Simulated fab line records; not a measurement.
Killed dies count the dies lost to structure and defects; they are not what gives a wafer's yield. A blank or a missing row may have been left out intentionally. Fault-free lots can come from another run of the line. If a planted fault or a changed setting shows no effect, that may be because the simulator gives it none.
Which tool was responsible? -- flow sfq-line -- 14 lots with 42 wafers sampled at 5 steps, on a route of 325 steps

## WHAT EACH GAUGE READ, for each wafer
The record holds no reading of a measuring or inspecting step that can be judged against a usual standard deviation.

## WHAT TOOL EACH LOT RAN ON (gives the tool, then ch and the chambers of the sampled wafers, and finally the start)
lot,SFQ_TRILAYER_L0_LITHO_EXPOSE_006,SFQ_TRILAYER_L0_VIA_LITHO_EXPOSE_014,SFQ_TRILAYER_I0_CMP_CMP_028,SFQ_TRILAYER_M1_DEP_SPUTTER_037,SFQ_TRILAYER_I1_DEP_PECVD_045
L135,"krf-scanner-02 ch 0, day 4 12:11","krf-scanner-01 ch 0, day 4 23:45","cmp-02 ch 2,3, day 9 03:19","pvd-sputter-04, day 9 21:43","pecvd-04 ch 0,2, day 11 02:03"
L136,"krf-scanner-02 ch 0, day 4 17:36","krf-scanner-01 ch 0, day 5 05:33","cmp-01 ch 0,1,2, day 9 09:43","pvd-sputter-04, day 13 15:59","pecvd-04 ch 0,1, day 13 19:41"
L137,"krf-scanner-02 ch 0, day 4 21:00","krf-scanner-01 ch 0, day 5 10:09","cmp-02 ch 0,2,3, day 9 17:49","pvd-sputter-04, day 14 05:19","pecvd-03 ch 0,1,2, day 14 08:50"
L138,"krf-scanner-02 ch 0, day 5 04:24","krf-scanner-01 ch 0, day 5 15:09","cmp-01 ch 0,1,2, day 9 21:43","pvd-sputter-03, day 14 11:55","pecvd-01 ch 0,1,2, day 14 16:24"
L139,"krf-scanner-02 ch 0, day 5 10:52","krf-scanner-01 ch 0, day 5 18:45","cmp-02 ch 0,1,3, day 10 02:49","pvd-sputter-03, day 14 19:43","pecvd-04 ch 0,1, day 14 23:14"
L141,"krf-scanner-02 ch 0, day 6 01:16","krf-scanner-01 ch 0, day 6 10:39","cmp-02 ch 0,1, day 11 00:19","pvd-sputter-03, day 16 01:19","pecvd-01 ch 0,1, day 16 07:15"
L142,"krf-scanner-02 ch 0, day 6 07:16","krf-scanner-01 ch 0, day 6 14:15","cmp-01 ch 0,1,2, day 11 08:20","pvd-sputter-04, day 16 11:22","pecvd-03 ch 0,2, day 16 17:20"
L143,"krf-scanner-02 ch 0, day 6 16:28","krf-scanner-01 ch 0, day 6 23:27","cmp-01 ch 0,2,3, day 11 15:50","pvd-sputter-04, day 17 00:34","pecvd-01 ch 0,1,2, day 17 05:40"
L145,"krf-scanner-02 ch 0, day 7 03:13","krf-scanner-01 ch 0, day 7 09:15","cmp-02 ch 0,2,3, day 12 03:19","pvd-sputter-06, day 17 12:41","pecvd-04 ch 0,1,2, day 17 16:38"
L147,"krf-scanner-02, day 7 16:25","krf-scanner-01, day 8 00:26","cmp-02 ch 0,1,3, day 12 15:19","pvd-sputter-03, day 18 10:35","pecvd-04 ch 0,1,2, day 25 04:53"
L148,"krf-scanner-02, day 7 22:25","krf-scanner-01, day 8 07:26","cmp-01 ch 0,1,3, day 12 19:50","pvd-sputter-06, day 18 15:11","pecvd-04 ch 1,2, day 25 08:29"
L151,"krf-scanner-02 ch 0, day 8 14:01","krf-scanner-01 ch 0, day 9 06:14","cmp-02 ch 2,3, day 13 11:46","pvd-sputter-06, day 19 12:47","pecvd-01 ch 0,1, day 26 01:17"
L155,"krf-scanner-02 ch 0, day 9 14:01","krf-scanner-02 ch 0, day 13 18:37","cmp-01 ch 0,2,3, day 14 01:40","pvd-sputter-06, day 20 07:59","pecvd-04 ch 0,1,2, day 26 16:53"
L157,"krf-scanner-02 ch 0, day 10 01:49","krf-scanner-02 ch 0, day 14 14:49","cmp-02 ch 2,3, day 14 20:50","pvd-sputter-03, day 21 00:56","pecvd-01 ch 0,1, day 27 08:30"
- SFQ_TRILAYER_L0_LITHO_EXPOSE_006: exposes mask L0, target cd 2000 nm.
- SFQ_TRILAYER_L0_VIA_LITHO_EXPOSE_014: exposes mask L0V, target cd 700 nm.
- SFQ_TRILAYER_I0_CMP_CMP_028: polishes SiO2.
- SFQ_TRILAYER_M1_DEP_SPUTTER_037: material Nb, target thk 200 nm, time 133.3 s.
- SFQ_TRILAYER_I1_DEP_PECVD_045: deposits SiO2 from SiH4/N2O, time 111.11 s, target thk 500 nm.

## AS READ BY THE TOOLS THEMSELVES (means over the sampled wafers that have a number; for cases with no such wafer, the mark the record gives instead)
SFQ_TRILAYER_L0_LITHO_EXPOSE_006.
lot,tool,exposure-dose-mJ-cm2,focus-offset-nm (nm)
L135,krf-scanner-02,14.391,0.0
L136,krf-scanner-02,14.390,0.5
L137,krf-scanner-02,14.412,0.4
L138,krf-scanner-02,14.428,-0.2
L139,krf-scanner-02,14.383,0.2
L141,krf-scanner-02,14.395,-0.7
L142,krf-scanner-02,14.412,-0.6
L143,krf-scanner-02,14.396,-0.0
L145,krf-scanner-02,14.402,-0.1
L147,krf-scanner-02,-,-
L148,krf-scanner-02,-,-
L151,krf-scanner-02,14.430,0.2
L155,krf-scanner-02,14.374,0.4
L157,krf-scanner-02,14.385,-0.7

SFQ_TRILAYER_L0_VIA_LITHO_EXPOSE_014.
lot,tool,exposure-dose-mJ-cm2,focus-offset-nm (nm)
L135,krf-scanner-01,21.300,0.7
L136,krf-scanner-01,21.298,0.2
L137,krf-scanner-01,21.298,0.5
L138,krf-scanner-01,21.309,-0.3
L139,krf-scanner-01,21.306,0.6
L141,krf-scanner-01,21.286,0.4
L142,krf-scanner-01,21.285,0.0
L143,krf-scanner-01,21.284,0.4
L145,krf-scanner-01,21.304,0.4
L147,krf-scanner-01,-,-
L148,krf-scanner-01,-,-
L151,krf-scanner-01,21.288,-0.4
L155,krf-scanner-02,21.307,0.4
L157,krf-scanner-02,21.274,0.4

SFQ_TRILAYER_I0_CMP_CMP_028.
lot,tool,motor-current-A (A),slurry-flow-ml-min,time-to-endpoint-s (s)
L135,cmp-02,9.7,149.6,216
L136,cmp-01,9.4,149.1,209
L137,cmp-02,10.1,149.6,223
L138,cmp-01,9.1,150.0,213
L139,cmp-02,9.9,149.7,211
L141,cmp-02,10.3,150.1,216
L142,cmp-01,9.2,150.0,223
L143,cmp-01,9.4,149.9,214
L145,cmp-02,9.9,150.0,226
L147,cmp-02,9.6,149.9,209
L148,cmp-01,9.4,150.2,221
L151,cmp-02,9.7,149.3,216
L155,cmp-01,9.2,150.1,225
L157,cmp-02,9.7,150.2,220

SFQ_TRILAYER_M1_DEP_SPUTTER_037.
lot,tool,chamber-pressure-pa (Pa),throttle-valve-pct (%)
L135,pvd-sputter-04,0.13326,29.5
L136,pvd-sputter-04,0.13333,29.8
L137,pvd-sputter-04,0.13332,30.5
L138,pvd-sputter-03,0.13312,30.8
L139,pvd-sputter-03,0.13324,30.5
L141,pvd-sputter-03,0.13309,30.5
L142,pvd-sputter-04,0.13317,30.6
L143,pvd-sputter-04,0.13341,30.5
L145,pvd-sputter-06,0.13340,30.5
L147,pvd-sputter-03,0.13313,30.6
L148,pvd-sputter-06,0.13346,29.2
L151,pvd-sputter-06,0.13316,29.9
L155,pvd-sputter-06,0.13321,29.4
L157,pvd-sputter-03,0.13321,30.3

SFQ_TRILAYER_I1_DEP_PECVD_045.
lot,tool,heater-power-outer-w (W),heater-power-w (W),throttle-valve-pct (%)
L135,pecvd-04,34,82,23.0
L136,pecvd-04,31,86,23.4
L137,pecvd-03,37,99,25.6
L138,pecvd-01,23,79,26.7
L139,pecvd-04,24,73,23.8
L141,pecvd-01,23,74,26.6
L142,pecvd-03,37,103,26.7
L143,pecvd-01,30,86,26.5
L145,pecvd-04,35,86,23.6
L147,pecvd-04,30,80,24.0
L148,pecvd-04,32,76,24.2
L151,pecvd-01,23,76,24.4
L155,pecvd-04,32,80,24.2
L157,pecvd-01,27,81,24.0

## THE ANSWER, worked out from the rows above alone
Rule: the lots themselves supply what counts as usual. Put in order of their means at a reading, lots are off if they are a third of the lots or fewer, leave a main group of 4 or more, and stand apart from it by a gap of 3 or more times the standard deviation of the main group's means; of several such gaps the widest counts. If all means in a main group match to the digits the tables above print for the reading, that group is not used. A lot without any number at a reading at which 4 lots or more have one is off too. Where the step has rows for the other lots, those lots are counted as sound. First the gauges in route order, then the tools' own readings, where a lot's mean is used as printed above. At the first step where some lot is off, the reading lying furthest off is the one used; lots without a number count as furthest.
Off: L147, L148 (SFQ_TRILAYER_L0_LITHO_EXPOSE_006, exposure-dose-mJ-cm2). Without a number there: L147, L148. The main group: mean 14.400, standard deviation 0.017.
If a tool, at that step or one of the process steps before it, ran each lot that is off and ran no sound lot following the first of them, it fits. None of those tried fits.

## WHAT THE SIMULATOR PUT IN
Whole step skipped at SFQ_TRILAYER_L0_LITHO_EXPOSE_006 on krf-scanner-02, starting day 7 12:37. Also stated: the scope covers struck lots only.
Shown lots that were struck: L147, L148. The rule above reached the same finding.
